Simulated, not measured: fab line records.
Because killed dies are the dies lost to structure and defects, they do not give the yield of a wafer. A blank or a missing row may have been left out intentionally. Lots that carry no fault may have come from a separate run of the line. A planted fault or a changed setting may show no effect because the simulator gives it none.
fab line records | flow sky130
record lots=6 wafers=18 lastDay=49
route steps=708 shown RES_XHIGH@332 SD_N@342
lots untouched by any fault: they come from a run of this same line in which no faults occurred
startH: hours from the record's first day to the start of the lot's first wafer shown | waitH: hours since the lot's step before | " same as the row above | L1.1+2: several wafers, shown together as one row | - no value present, or no start provided | * or withheld: withheld | < > ~ a bound
route shown NAME@n: NAME is a module with steps in the file, n the number in the route of the first one | usual: mean and standard deviation over wafers with no fault | same: alike in all rows | chamber/n: place in a boat | sites: readings site by site | _std_site: how widely they spread, as a standard deviation | _edge_site: inner sites' mean taken away from outer sites' mean | radiusMm: for every site, how far away it sits from the centre of the wafer | mask NAME#n: copy n | behind: the most recent tool/chamber to have shaped the wafer | hold: why the lot went on hold/how many hours it stayed there/how the hold came to an end | device: the n, p or np transistor that did not switch | end of line: the tests these same wafers got at the end of their route | step lacking rows: just its recipe | killed: the dies lost at the first sort to structure and to defects; this is not the yield of the wafer | map: dies across one wafer; x = killed, . = not, _ = none there
set.NAME: setting as actually run; set.NAME@STEP: the setting as run at that earlier step | model.NAME: the simulator's own value behind a step, which no gauge read
lots at selected steps of the route; one table per step, one row per wafer
services: when a tool's chamber went out of use (startH, in hours from the record's first day, below 0 if earlier), for how many hours, and the reason
## steps
# step SKY_RES_XHIGH_DEHYDRATE_00
# recipe tempC=200 timeS=60
# step SKY_RES_XHIGH_HMDS_01
# recipe primeTimeS=60 primeTempC=120
# step SKY_RES_XHIGH_COAT_02
# recipe resist=NOVOLAK spinRpm=3000 resistThkNm=1140
# step SKY_RES_XHIGH_SOFTBAKE_03
# recipe tempC=90 timeS=60 resist=NOVOLAK
# step SKY_RES_XHIGH_EXPOSE_04
# recipe maskId=URPM na=0.6 sourceShape=conventional sigmaOuter=0.6 polarization=unpolarized targetCdNm=1270 doseMj=140
# step SKY_RES_XHIGH_PEB_05
# recipe tempC=withheld timeS=* resist=NOVOLAK
# step SKY_RES_XHIGH_DEVELOP_06
# recipe resist=NOVOLAK developer=TMAH developTimeS=60 devTempC=23
# step SKY_RES_XHIGH_IMPLANT_07
# recipe species=BF2 energyKev=20 doseCm2=3.6e+14 tiltDeg=0
# step SKY_RES_XHIGH_STRIP_08
# recipe chemistry=O2/N2 powerW=1400 pressureMtorr=1500 platenTempC=withheld o2FlowSccm=3000 n2FlowSccm=300 overashFraction=0.5
# usual drypumpMotorCurrentA=6.0/0.37 oesProductAu=0.711/0.0047 stripTimeToEndpointS=14.26/0.04
# columns lot.wafer tool chamber startH waitH drypumpMotorCurrentA oesProductAu rfHoursCounterH stripTimeToEndpointS
L588.2 plasmaAsher-01 1 614.39 0.1 5.9 0.714 52 14.31
L588.5 " 0 " " 6.7 0.707 - 14.33
L588.6 " 1 " " 5.9 0.714 - 14.33
L591.2 plasmaAsher-02 0 643.40 0.1 6.0 0.711 21 14.25
L591.3 " 0 " " 6.1 0.713 - 14.33
L591.4 " 1 " " 5.6 0.705 - 14.27
L598.2 plasmaAsher-02 0 700.45 0.1 6.0 0.709 27 14.22
L598.3 " 1 " " 5.7 0.715 - 14.24
L598.6 " 0 " " 6.1 0.707 - 14.24
L601.1 plasmaAsher-01 1 730.85 0.1 5.9 0.714 63 14.23
L601.3 " 1 " " 5.9 0.713 - 14.28
L601.5 " 0 " " 6.7 0.717 - 14.24
L602.1 plasmaAsher-03 1 733.05 0.1 6.1 0.712 97 14.24
L602.2 " 0 " " 5.6 0.710 97 14.20
L602.5 " 1 " " 6.1 0.713 - 14.22
L603.2 plasmaAsher-03 0 752.15 0.1 5.5 0.703 1 14.25
L603.4 " 1 " " 6.1 0.708 - 14.28
L603.6 " 1 " " 6.1 0.708 - 14.29
# step SKY_RES_XHIGH_TW_MEAS_09
# usual RES_XHIGH_TW=1646/11
# columns lot.wafer tool chamber startH waitH RES_XHIGH_TW
L588.2 filmMetro-01 - 614.50 0.1 1646
L588.5 " - " " 1644
L588.6 " - " " 1653
L591.2 filmMetro-04 - 643.51 0.1 1626
L591.3 " - " " 1631
L591.4 " - " " 1627
L598.2 filmMetro-01 - 700.56 0.1 1643
L598.3 " - " " 1648
L598.6 " - " " 1643
L601.1 filmMetro-04 - 730.95 0.1 1631
L601.3 " - " " 1631
L601.5 " - " " 1640
L602.1 filmMetro-04 - 733.15 0.1 1631
L602.2 " - " " 1630
L602.5 " - " " 1635
L603.2 filmMetro-04 - 752.26 0.1 1633
L603.4 " - " " 1628
L603.6 " - " " 1635
# step SKY_SD_N_DEHYDRATE_00
# recipe tempC=200 timeS=60
# step SKY_SD_N_HMDS_01
# recipe primeTimeS=60 primeTempC=120
# step SKY_SD_N_COAT_02
# recipe resist=NOVOLAK spinRpm=3000 resistThkNm=1140
# usual dispensePressureKPa=51.7/1.6
# columns lot.wafer tool chamber startH waitH dispensePressureKPa model.NOVOLAK_of_SD_N_COAT_02.thkNm
L588.2 lithoTrack-02 0 628.44 0.1 53.4 1141
L588.5 " 0 " " 53.5 1144
L588.6 " 0 " " 53.5 1139
L591.2 lithoTrack-01 0 657.02 0.1 50.5 1139
L591.3 " 0 " " 50.5 1141
L591.4 " 0 " " 50.5 1135
L598.2 lithoTrack-01 0 713.67 0.1 50.5 1136
L598.3 " 0 " " 50.5 1135
L598.6 " 0 " " 50.4 1136
L601.1 lithoTrack-03 0 744.00 0.1 50.0 1138
L601.3 " 0 " " 50.0 1137
L601.5 " 0 " " 50.0 1137
L602.1 lithoTrack-03 0 746.65 0.1 50.0 1099
L602.2 " 0 " " 50.0 1098
L602.5 " 0 " " 50.0 1099
L603.2 lithoTrack-03 0 765.12 0.1 50.0 1092
L603.4 " 0 " " 50.0 1092
L603.6 " 0 " " 50.0 1093
# step SKY_SD_N_SOFTBAKE_03
# recipe tempC=90 timeS=60 resist=NOVOLAK
# step SKY_SD_N_EXPOSE_04
# recipe maskId=NSDM na=0.6 sourceShape=conventional sigmaOuter=0.6 polarization=unpolarized targetCdNm=380 doseMj=141
# step SKY_SD_N_PEB_05
# recipe tempC=withheld timeS=* resist=NOVOLAK
# step SKY_SD_N_DEVELOP_06
# recipe resist=NOVOLAK developer=TMAH developTimeS=60 devTempC=23
# columns lot.wafer tool chamber startH waitH model.NOVOLAK_of_SD_N_COAT_02.thkNm
L588.2 lithoTrack-01 0 643.42 0.1 1141
L588.5 " 0 " " 1144
L588.6 " 0 " " 1138
L591.2 lithoTrack-01 0 671.27 0.1 1139
L591.3 " 0 " " 1141
L591.4 " 0 " " 1135
L598.2 lithoTrack-02 0 727.29 0.1 1136
L598.3 " 0 " " 1134
L598.6 " 0 " " 1135
L601.1 lithoTrack-03 0 757.45 0.1 1137
L601.3+5 " 0 " " 1136
L602.1+2 lithoTrack-01 0 760.15 0.1 1098
L602.5 " 0 " " 1099
L603.2+4 lithoTrack-03 0 779.12 0.1 1092
L603.6 " 0 " " 1093
# step SKY_SD_N_CD_MEAS_07
# recipe targetCdNm=380
# usual cdNm=380.2/2.8
# columns lot.wafer tool chamber startH waitH cdNm
L588.2 cdSem-01 - 643.57 0.1 385.2
L588.5 " - " " 388.3
L588.6 " - " " 386.0
L591.2 cdSem-02 - 671.42 0.1 380.1
L591.3 " - " " 380.1
L591.4 " - " " 381.3
L598.2 cdSem-01 - 727.43 0.1 385.1
L598.3 " - " " 386.8
L598.6 " - " " 383.0
L601.1 cdSem-02 - 757.60 0.1 378.8
L601.3 " - " " 379.2
L601.5 " - " " 380.2
L602.1 cdSem-01 - 760.30 0.1 385.0
L602.2 " - " " 381.7
L602.5 " - " " 383.4
L603.2 cdSem-02 - 779.27 0.1 379.8
L603.4 " - " " 381.2
L603.6 " - " " 379.8
# step SKY_SD_N_OVL_MEAS_08
# usual SD_N_OVL=0.7/1.4
# columns lot.wafer tool chamber startH waitH SD_N_OVL[nm]
L588.2 overlay-02 - 643.67 0.1 1.9
L588.5 " - " " 1.3
L588.6 " - " " 1.2
L591.2 overlay-01 - 671.52 0.1 0.9
L591.3 " - " " 0.1
L591.4 " - " " 1.5
L598.2 overlay-01 - 727.54 0.1 -1.0
L598.3 " - " " -0.6
L598.6 " - " " -1.1
L601.1 overlay-01 - 757.72 0.1 2.1
L601.3 " - " " 1.5
L601.5 " - " " 3.9
L602.1 overlay-02 - 760.42 0.1 1.2
L602.2 " - " " 2.4
L602.5 " - " " 1.8
L603.2 overlay-01 - 779.37 0.1 2.0
L603.4 " - " " 2.7
L603.6 " - " " 2.9
# step SKY_SD_N_IMPLANT_09
# recipe species=As energyKev=50 doseCm2=4e+15 tiltDeg=0
# step SKY_SD_N_IMPLANT_10
# recipe species=P energyKev=20 doseCm2=1e+14 tiltDeg=0
# step SKY_SD_N_STRIP_11
# recipe chemistry=O2/N2 powerW=1400 pressureMtorr=1500 platenTempC=withheld o2FlowSccm=3000 n2FlowSccm=300 overashFraction=0.5
# usual drypumpMotorCurrentA=5.9/0.37 oesProductAu=0.528/0.0043 stripTimeToEndpointS=22.55/0.042
# columns lot.wafer tool chamber startH waitH drypumpMotorCurrentA oesProductAu rfHoursCounterH stripTimeToEndpointS
L588.2 plasmaAsher-02 0 644.00 0.1 6.1 0.529 22 22.59
L588.5 " 0 " " 6.0 0.528 - 22.62
L588.6 " 1 " " 5.6 0.523 - 22.56
L591.2 plasmaAsher-01 0 671.85 0.1 6.7 0.531 58 22.53
L591.3 " 0 " " 6.7 0.524 - 22.55
L591.4 " 1 " " 5.9 0.531 - 22.50
L598.2 plasmaAsher-02 0 727.87 0.1 6.0 0.530 30 22.48
L598.3 " 0 " " 6.1 0.522 - 22.48
L598.6 " 1 " " 5.7 0.525 - 22.50
L601.1 plasmaAsher-02 1 758.05 0.1 5.7 0.529 33 22.54
L601.3 " 1 " " 5.6 0.534 - 22.50
L601.5 " 0 " " 6.0 0.527 - 22.52
L602.1 plasmaAsher-02 0 760.75 0.1 6.1 0.532 33 22.06
L602.2 " 1 " " 5.6 0.524 33 22.04
L602.5 " 1 " " 5.6 0.528 - 22.09
L603.2 plasmaAsher-02 1 779.70 0.1 5.7 0.523 35 21.98
L603.4 " 0 " " 6.0 0.518 - 22.00
L603.6 " 1 " " 5.6 0.526 - 22.00
# step SKY_SD_N_TW_MEAS_12
# usual SD_N_TW=4006/32
# columns lot.wafer tool chamber startH waitH SD_N_TW
L588.2 filmMetro-02 - 644.11 0.1 4034
L588.5 " - " " 4049
L588.6 " - " " 4060
L591.2 filmMetro-02 - 671.96 0.1 4048
L591.3 " - " " 4052
L591.4 " - " " 4043
L598.2 filmMetro-01 - 727.98 0.1 4003
L598.3 " - " " 4011
L598.6 " - " " 3988
L601.1 filmMetro-04 - 758.15 0.1 3955
L601.3 " - " " 3965
L601.5 " - " " 3943
L602.1 filmMetro-04 - 760.85 0.1 3961
L602.2 " - " " 3969
L602.5 " - " " 3971
L603.2 filmMetro-01 - 779.81 0.1 4018
L603.4 " - " " 4020
L603.6 " - " " 4027
## services
# columns tool chamber startH hours kind
plasmaAsher-02 - 597.75 2.9 repair
plasmaAsher-03 - 686.90 0.9 repair
plasmaAsher-02 - 691.95 2.8 pm
plasmaAsher-01 - 722.43 4.6 repair
plasmaAsher-03 - 733.75 9.0 pm
plasmaAsher-03 0 733.75 9.0 ventCycle
plasmaAsher-03 1 733.75 9.0 ventCycle
plasmaAsher-03 0 742.75 - clean
plasmaAsher-03 1 742.75 - clean
## key
firstSign step=SKY_SD_N_STRIP_11 reading=stripTimeToEndpointS direction=down sigmas=12 usual=* struck=* through=*
effect none on later readings
modelEffect step=SKY_SD_N_COAT_02 value=NOVOLAK_of_SD_N_COAT_02.thkNm without=1142 struck=1096
modelEffect step=SKY_SD_N_DEVELOP_06 value=NOVOLAK_of_SD_N_COAT_02.thkNm without=1141 struck=1095
metAt SKY_SD_N_COAT_02
struckWafers L602.1,L602.2,L602.5,L603.2,L603.4,L603.6
sortLeftOut L602.1,L602.2,L602.5
testerLeftOut L602,L603
loopTrim step=SKY_SD_N_EXPOSE_04 setting=dose lots=L603
onsetBetween 744.00 746.65
alsoFits time
fault kind=processParameterDrift tool=lithoTrack-03 chamber=- onsetH=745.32 steps=SKY_SD_N_COAT_02 channel=resistThkNm offset=-45.952 shape=step endH=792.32 actsIn=theseRecipesOnly stated=1140
# testerLeftOut: of these lots the tester's yield and bins aren't shown, on N5 and GAA mostly nor the transistor test; their killed dies are dies lost to structure and defects alone, not to doping, threshold or leakage, so they don't give the yield
# sortLeftOut: the simulated sort isn't trusted on such a fault, so these wafers' sort isn't shown, and their yield isn't known
# loopTrim: a control loop set the setting to another value than it would have without faults
